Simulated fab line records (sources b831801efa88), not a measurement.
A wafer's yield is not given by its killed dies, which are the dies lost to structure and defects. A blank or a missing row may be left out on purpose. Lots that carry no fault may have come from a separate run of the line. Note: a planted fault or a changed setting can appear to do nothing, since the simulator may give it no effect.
What tool caused it? / flow sky130 / 38 wafers from 13 lots sampled at 5 of the route's 708 steps

== WHAT THE GAUGES READ, wafer by wafer ==
SKY_FIELD_ISO_THK_MEAS_02.
lot=L156; measured=day 1 16:44; on=film metro-02; FIELD_ISO_OXIDATION_00_THK (nm)=12.33 12.30 12.26
lot=L157; measured=day 1 22:06; on=film metro-02; FIELD_ISO_OXIDATION_00_THK (nm)=12.00 12.26 12.43
lot=L158; measured=day 2 02:45; on=film metro-02; FIELD_ISO_OXIDATION_00_THK (nm)=12.13 12.06 12.04
lot=L159; measured=day 2 08:44; on=film metro-04; FIELD_ISO_OXIDATION_00_THK (nm)=12.19 12.30 12.27
lot=L160; measured=day 2 12:51; on=film metro-02; FIELD_ISO_OXIDATION_00_THK (nm)=11.90 11.96 12.05
lot=L161; measured=day 2 18:56; on=film metro-04; FIELD_ISO_OXIDATION_00_THK (nm)=12.13 12.02 12.17
lot=L162; measured=day 2 22:38; on=film metro-02; FIELD_ISO_OXIDATION_00_THK (nm)=12.13 12.17 12.13
lot=L163; measured=day 3 04:52; on=film metro-04; FIELD_ISO_OXIDATION_00_THK (nm)=12.00 11.82 12.06
lot=L164; measured=day 3 08:38; on=film metro-02; FIELD_ISO_OXIDATION_00_THK (nm)=12.40 12.35 12.33
lot=L166; measured=day 3 18:49; on=film metro-02; FIELD_ISO_OXIDATION_00_THK (nm)=11.84 11.72
lot=L175; measured=day 5 15:49; on=film metro-02; FIELD_ISO_OXIDATION_00_THK (nm)=11.83 12.06 11.88
lot=L176; measured=day 5 20:39; on=film metro-04; FIELD_ISO_OXIDATION_00_THK (nm)=12.35 12.35 12.15
lot=L177; measured=day 6 01:38; on=film metro-02; FIELD_ISO_OXIDATION_00_THK (nm)=12.13 12.15 12.30

SKY_NWELL_TW_MEAS_15.
lot=L156; measured=day 4 19:16; on=film metro-02; NWELL_TW=1799 1804 1809
lot=L157; measured=day 5 01:55; on=film metro-03; NWELL_TW=1824 1824 1820
lot=L158; measured=day 5 05:43; on=film metro-03; NWELL_TW=1825 1830 1824
lot=L159; measured=day 5 18:22; on=film metro-03; NWELL_TW=1825 1826 1813
lot=L160; measured=day 5 20:49; on=film metro-02; NWELL_TW=1800 1797 1807
lot=L161; measured=day 6 01:15; on=film metro-03; NWELL_TW=1812 1822 1832
lot=L162; measured=day 6 09:31; on=film metro-03; NWELL_TW=1830 1841 1832
lot=L163; measured=day 6 15:31; on=film metro-03; NWELL_TW=1822 1841 1829
lot=L164; measured=day 6 17:49; on=film metro-02; NWELL_TW=1814 1808 1810
lot=L166; measured=day 7 07:58; on=film metro-01; NWELL_TW=1823 1831
lot=L175; measured=day 9 09:01; on=film metro-01; NWELL_TW=1832 1821 1839
lot=L176; measured=day 9 12:07; on=film metro-01; NWELL_TW=1833 1828 1823
lot=L177; measured=day 9 21:10; on=film metro-02; NWELL_TW=1797 1782 1798

SKY_VT_ADJUST_HVTP_TW_MEAS_11.
lot=L156; measured=day 6 08:21; on=film metro-03; VT_ADJUST_HVTP_TW=1369 1369 1356
lot=L157; measured=day 6 15:45; on=film metro-02; VT_ADJUST_HVTP_TW=1348 1351 1353
lot=L158; measured=day 6 19:11; on=film metro-02; VT_ADJUST_HVTP_TW=1351 1351 1345
lot=L159; measured=day 7 08:59; on=film metro-03; VT_ADJUST_HVTP_TW=1366 1367 1373
lot=L160; measured=day 7 11:30; on=film metro-03; VT_ADJUST_HVTP_TW=1370 1364 1371
lot=L161; measured=day 7 15:41; on=film metro-02; VT_ADJUST_HVTP_TW=1355 1362 1355
lot=L162; measured=day 7 23:59; on=film metro-03; VT_ADJUST_HVTP_TW=1366 1363 1366
lot=L163; measured=day 8 07:13; on=film metro-04; VT_ADJUST_HVTP_TW=1335 1327 1342
lot=L164; measured=day 8 10:02; on=film metro-03; VT_ADJUST_HVTP_TW=1365 1358 1361
lot=L166; measured=day 9 01:35; on=film metro-04; VT_ADJUST_HVTP_TW=1206 1198
lot=L175; measured=day 11 07:22; on=film metro-04; VT_ADJUST_HVTP_TW=1345 1349 1350
lot=L176; measured=day 11 09:34; on=film metro-02; VT_ADJUST_HVTP_TW=1340 1338 1346
lot=L177; measured=day 11 19:26; on=film metro-03; VT_ADJUST_HVTP_TW=1366 1358 1371

== WHAT TOOL EACH LOT RAN ON (gives the tool, then ch and the chambers of the sampled wafers, and finally the start) ==
lot=L156; SKY_NWELL_RTA_28=rtp anneal-02 ch 0, day 5 13:49; SKY_VT_ADJUST_HVTP_IMPLANT_09=implanter-01 ch 0, day 6 08:09
lot=L157; SKY_NWELL_RTA_28=rtp anneal-01 ch 0, day 5 20:18; SKY_VT_ADJUST_HVTP_IMPLANT_09=implanter-03 ch 0, day 6 15:32
lot=L158; SKY_NWELL_RTA_28=rtp anneal-02 ch 0, day 6 00:23; SKY_VT_ADJUST_HVTP_IMPLANT_09=implanter-02 ch 0, day 6 18:56
lot=L159; SKY_NWELL_RTA_28=rtp anneal-01 ch 0, day 6 13:16; SKY_VT_ADJUST_HVTP_IMPLANT_09=implanter-01 ch 0, day 7 08:44
lot=L160; SKY_NWELL_RTA_28=rtp anneal-02 ch 0, day 6 16:05; SKY_VT_ADJUST_HVTP_IMPLANT_09=implanter-03 ch 0, day 7 11:16
lot=L161; SKY_NWELL_RTA_28=rtp anneal-01 ch 0, day 6 19:52; SKY_VT_ADJUST_HVTP_IMPLANT_09=implanter-01 ch 0, day 7 15:26
lot=L162; SKY_NWELL_RTA_28=rtp anneal-01 ch 0, day 7 04:14; SKY_VT_ADJUST_HVTP_IMPLANT_09=implanter-03 ch 0, day 7 23:44
lot=L163; SKY_NWELL_RTA_28=rtp anneal-02 ch 0, day 7 10:19; SKY_VT_ADJUST_HVTP_IMPLANT_09=implanter-03 ch 0, day 8 06:59
lot=L164; SKY_NWELL_RTA_28=rtp anneal-01 ch 0, day 7 12:49; SKY_VT_ADJUST_HVTP_IMPLANT_09=implanter-03 ch 0, day 8 09:47
lot=L166; SKY_NWELL_RTA_28=rtp anneal-01 ch 0, day 8 04:32; SKY_VT_ADJUST_HVTP_IMPLANT_09=implanter-03 ch 0, day 9 01:22
lot=L175; SKY_NWELL_RTA_28=rtp anneal-01 ch 0, day 10 07:35; SKY_VT_ADJUST_HVTP_IMPLANT_09=implanter-02 ch 0, day 11 07:07
lot=L176; SKY_NWELL_RTA_28=rtp anneal-02 ch 0, day 10 10:06; SKY_VT_ADJUST_HVTP_IMPLANT_09=implanter-01 ch 0, day 11 09:20
lot=L177; SKY_NWELL_RTA_28=rtp anneal-01 ch 0, day 10 19:38; SKY_VT_ADJUST_HVTP_IMPLANT_09=implanter-02 ch 0, day 11 19:12
- SKY_NWELL_RTA_28: time 30 s.
- SKY_VT_ADJUST_HVTP_IMPLANT_09

== AS READ BY THE TOOLS THEMSELVES (means over the sampled wafers that have a number; for cases with no such wafer, the mark the record gives instead) ==
SKY_NWELL_RTA_28.
lot=L156; tool=rtp anneal-02; lamp power pct (%)=25.30; wafer_temp_C_max=1054.6
lot=L157; tool=rtp anneal-01; lamp power pct (%)=25.27; wafer_temp_C_max=1055.0
lot=L158; tool=rtp anneal-02; lamp power pct (%)=25.30; wafer_temp_C_max=1054.2
lot=L159; tool=rtp anneal-01; lamp power pct (%)=25.30; wafer_temp_C_max=1054.4
lot=L160; tool=rtp anneal-02; lamp power pct (%)=25.25; wafer_temp_C_max=1054.5
lot=L161; tool=rtp anneal-01; lamp power pct (%)=25.33; wafer_temp_C_max=1055.4
lot=L162; tool=rtp anneal-01; lamp power pct (%)=25.32; wafer_temp_C_max=1054.3
lot=L163; tool=rtp anneal-02; lamp power pct (%)=25.29; wafer_temp_C_max=1054.3
lot=L164; tool=rtp anneal-01; lamp power pct (%)=25.32; wafer_temp_C_max=1055.2
lot=L166; tool=rtp anneal-01; lamp power pct (%)=25.33; wafer_temp_C_max=1054.2
lot=L175; tool=rtp anneal-01; lamp power pct (%)=25.33; wafer_temp_C_max=1053.7
lot=L176; tool=rtp anneal-02; lamp power pct (%)=25.27; wafer_temp_C_max=1054.6
lot=L177; tool=rtp anneal-01; lamp power pct (%)=25.32; wafer_temp_C_max=1054.7

== THE ANSWER, worked out from the rows above alone ==
Rule: usual is defined by the lots themselves. Put in order of their means at a reading, lots are off if they are a third of the lots or fewer, leave a main group of 4 or more, and stand apart from it by a gap of 3 or more times the standard deviation of the main group's means; of several such gaps the widest counts. Not used: any main group whose means are identical at the precision the tables above print for the reading. Also off: a lot with no number at a reading for which 4 or more lots have one. The other lots that the step has rows for count as sound. First the gauges in route order, then the tools' own readings, where a lot's mean is used as printed above. The first step at which some lot is off is used, and at that step the reading that is off furthest; a lot without a number counts as furthest.
Off: L166, at SKY_VT_ADJUST_HVTP_TW_MEAS_11 (VT_ADJUST_HVTP_TW). The main group has a mean of 1356 with a standard deviation of 11.
A tool fits if, at a process step before that reading, it ran every lot that is off, and no sound lot after the first of them. The gauges at SKY_VT_ADJUST_HVTP_TW_MEAS_11 are tried like those tools. One fits: implanter-03 at SKY_VT_ADJUST_HVTP_IMPLANT_09. Its last sound lot is L164 (day 8 09:47), its first lot that is off L166 (day 9 01:22): a fault that began between those two fits.

== WHAT THE SIMULATOR HAD INSERTED ==
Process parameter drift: implanter-03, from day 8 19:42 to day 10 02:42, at SKY_VT_ADJUST_HVTP_IMPLANT_09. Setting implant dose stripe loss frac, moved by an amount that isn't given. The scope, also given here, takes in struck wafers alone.
Shown lots that were struck: L166. The rule above found the same.
